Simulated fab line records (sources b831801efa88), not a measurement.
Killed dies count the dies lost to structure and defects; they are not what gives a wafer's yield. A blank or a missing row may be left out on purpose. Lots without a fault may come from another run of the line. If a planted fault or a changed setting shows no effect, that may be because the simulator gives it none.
Comparing a struck lot with a sound one / flow sky130 / 17 out of 708 route steps
Sound: the wafers L167.1, L167.3, L167.6. Wafers struck: L172.1, L172.3, L172.6. The cause comes at the end.
Per side, at each step with rows, come the tool, then ch with its chambers, and then its first start. Under that, the readings that differ: sound wafers / struck wafers / difference of the means / sigmas: that difference in standard deviations of wafers without a fault.
alike: readings whose means differ by less than 2 such deviations, and words and numbers that are the same on both sides. not compared: withheld readings, readings that some wafer has no value for, bounds like >300 that may hide the same value, and numbers for which the record gives no deviation and whose values overlap.
Wherever a step has rows on one side only, a row that says differs or no value, or a row with sigmas, the two part there. Numbers that have no deviation but don't overlap get no sigmas and don't part them. Lack of a reading on every wafer of one side parts them only where that side has two or more wafers.

first, 1 step without rows for these wafers: SKY_VT_ADJUST_LVTN_IMPLANT_19.
SKY_VT_ADJUST_LVTN_STRIP_20: strips in O2/N2.
  sound on plasma_asher-01 ch 0,1, day 7 22:49; struck on plasma_asher-01 ch 1, day 8 15:59
  alike: drypump_motor_current_A, oes_product_au, strip_time_to_endpoint_s
  not compared: rf_hours_counter_h
SKY_VT_ADJUST_LVTN_TW_MEAS_21:
  sound on film_metro-03 at day 7 22:55; struck on film_metro-04 at day 8 16:05
  alike: VT_ADJUST_LVTN_2_TW
then, 7 steps without rows for these wafers: SKY_VT_ADJUST_NCORE_DEHYDRATE_00 (time 60 s); SKY_VT_ADJUST_NCORE_HMDS_01 (prime time 60 s); SKY_VT_ADJUST_NCORE_COAT_02 (resist thk 1140 nm); SKY_VT_ADJUST_NCORE_SOFTBAKE_03 (time 60 s); SKY_VT_ADJUST_NCORE_EXPOSE_04 (exposes mask LVTN COMPLEMENT THIN, target cd 380 nm); SKY_VT_ADJUST_NCORE_PEB_05; SKY_VT_ADJUST_NCORE_DEVELOP_06 (develop time 60 s).
SKY_VT_ADJUST_NCORE_CD_MEAS_07 targets a cd of 380 nm.
  sound on cd_sem-02 at day 8 10:16; struck on cd_sem-02 at day 9 05:16
  alike: cd_nm
SKY_VT_ADJUST_NCORE_OVL_MEAS_08:
  sound on overlay-02 at day 8 10:23; struck on overlay-02 at day 9 05:23
  alike: VT_ADJUST_NCORE_OVL
SKY_VT_ADJUST_NCORE_IMPLANT_09:
  sound on implanter-04 ch 0, day 8 10:25; struck on implanter-03 ch 0, day 9 05:25
reading=dose_ions_cm2; sound=2.4013e+12 2.402e+12 2.4035e+12; struck=3.4553e+12 3.4586e+12 3.457e+12; difference=+1.0547e+12; sigmas=+99 or more
reading=faraday_current_uA; sound=13.52 13.61 13.69; struck=19.63 20.06 19.48; difference=+6.12; sigmas=+20
  alike: end_station_pressure_torr
SKY_VT_ADJUST_NCORE_STRIP_10: strips in O2/N2.
  sound on plasma_asher-01 ch 0,1, day 8 10:34; struck on plasma_asher-01 ch 0,1, day 9 05:34
  alike: drypump_motor_current_A, oes_product_au, strip_time_to_endpoint_s
  not compared: rf_hours_counter_h
SKY_VT_ADJUST_NCORE_TW_MEAS_11:
  sound on film_metro-04 at day 8 10:40; struck on film_metro-03 at day 9 05:40
reading=VT_ADJUST_NCORE_TW; sound=221.4 221.7 220.8; struck=246.3 246.3 246.4; difference=+25.0; sigmas=+11
then, 1 step without rows for these wafers: SKY_VT_ADJUST_HVTR_DEHYDRATE_00 (time 60 s).
-- record jumps: 37 days separate the struck wafers' starts on either side; left off in module VT_ADJUST_HVTR, taken up again in module PAD_OPEN, whose first shown step is the route's number 708 --
SKY_PAD_OPEN_PROBE_99:
  sound on prober-01 at day 44 19:05; struck on prober-01 at day 46 00:19
reading=model.etest.nfet_16v.r_on_ohm_um; sound=1.39e+04 1.38e+04 1.38e+04; struck=1.64e+04 1.639e+04 1.614e+04; difference=+2.48e+03; sigmas=
reading=model.etest.pfet_16v.r_on_ohm_um; sound=1.553e+04 1.48e+04 1.489e+04; struck=1.406e+04 1.45e+04 1.431e+04; difference=-7.833e+02; sigmas=
reading=model.etest.pfet_g5v0d10v5.r_on_ohm_um; sound=4875 4831 4857; struck=4279 4304 4229; difference=-584; sigmas=
reading=model.etest.tip_p.rs_ohm_sq; sound=6937 6986 6947; struck=6403 6411 6405; difference=-550; sigmas=
reading=model.etest.pfet_01v8.r_on_ohm_um; sound=2925 2930 2986; struck=2705 2701 2743; difference=-231; sigmas=
reading=model.etest.res_pwell_under_gate.rs_ohm_sq; sound=2293 2291 2284; struck=2177 2181 2161; difference=-116; sigmas=
reading=model.etest.nfet_g5v0d10v5.r_on_ohm_um; sound=1863 1868 1881; struck=2016 2016 1998; difference=+139; sigmas=
reading=model.etest.tip_p_5v.rs_ohm_sq; sound=2881 2863 2874; struck=2810 2803 2784; difference=-74; sigmas=
  alike: killed_at_M0_to_M3, killed_at_M4_up, killed_at_contacts, killed_at_front_end, killed_at_other, killed_dies, killed_open, killed_short

WHERE THEY PART
First at SKY_VT_ADJUST_NCORE_IMPLANT_09; last, within this record, at SKY_VT_ADJUST_NCORE_TW_MEAS_11. Later steps at which nothing parts them and some readings are alike: SKY_PAD_OPEN_PROBE_99.

WHY: what the simulator had put in
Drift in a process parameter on implanter-03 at SKY_VT_ADJUST_NCORE_IMPLANT_09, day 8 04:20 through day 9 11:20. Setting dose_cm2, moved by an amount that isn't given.
